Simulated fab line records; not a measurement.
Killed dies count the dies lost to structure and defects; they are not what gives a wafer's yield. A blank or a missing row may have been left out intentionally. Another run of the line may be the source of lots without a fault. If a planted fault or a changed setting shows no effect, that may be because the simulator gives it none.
Matching of chambers -- flow sky130 -- 3 sister chambers for SKY_FIELD_ISO_CVD_24 on hdpcvd-01
The step deposits SiO2, target thk 595 nm, time 99.2 s. 14 wafers are shown with their chamber, then 7 later ones without.

== WAFERS, EACH WITH ITS CHAMBER ==
wafer,chamber,run_length_s (s),susceptor_temp_C (C),pressure_mtorr (mTorr)
L300.1,0,126.2,649.97,6.009
L300.2,2,128.2,649.80,6.008
L300.4,2,128.4,650.08,6.016
L302.2,2,128.3,649.71,5.980
L302.5,1,126.7,649.91,6.019
L302.6,2,128.0,650.47,5.988
L308.2,2,128.6,649.70,6.000
L308.3,1,126.1,649.78,6.013
L308.4,1,126.1,649.91,6.008
L310.1,0,126.5,649.96,5.983
L310.2,1,126.0,650.06,6.029
L310.3,2,128.4,650.43,5.979
L315.1,0,126.8,649.93,5.991
L315.2,1,126.2,649.41,5.968

SIGNATURES (averages over the wafers above)
reading,chamber 0,chamber 1,chamber 2,scatter within a chamber
run_length_s,126.500,126.220,128.317,0.252
susceptor_temp_C,649.9533,649.8140,650.0317,0.28
pressure_mtorr,5.99433,6.00740,5.99517,0.0184
Rule: a wafer lies at a distance from a chamber equal to the root of the sum of squares, over the readings, of (its reading less the chamber's mean, divided by the reading's scatter). If the next closest chamber is less than 2 further off than the closest, the wafer can't be placed; otherwise it belongs to the closest. The scatter is the square root of a quotient: the sum, over the shown wafers, of each reading's squared deviation from its chamber's mean, divided by wafers minus chambers.

== WAFERS WITH NO CHAMBER GIVEN ==
wafer,run_length_s (s),susceptor_temp_C (C),pressure_mtorr (mTorr)
L315.3,127.9,650.13,5.991
L317.2,126.2,650.55,6.000
L317.4,126.3,649.63,6.004
L317.6,126.0,650.10,5.982
L318.1,126.3,650.35,6.002
L318.2,128.1,649.55,6.005
L318.5,126.5,649.68,6.005

== WHICH CHAMBER EACH WENT THROUGH ==
wafer,from the rows above,in truth
L315.3,2,2
L317.2,can't be placed: 0 or 1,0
L317.4,can't be placed: 1 or 0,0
L317.6,can't be placed: 1 or 0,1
L318.1,can't be placed: 0 or 1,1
L318.2,2,2
L318.5,can't be placed: 0 or 1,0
Correctly placed: 2 of 7. Unplaceable from these rows: 5, with the true chamber sitting among the candidates in 5. 0 placed wrongly.
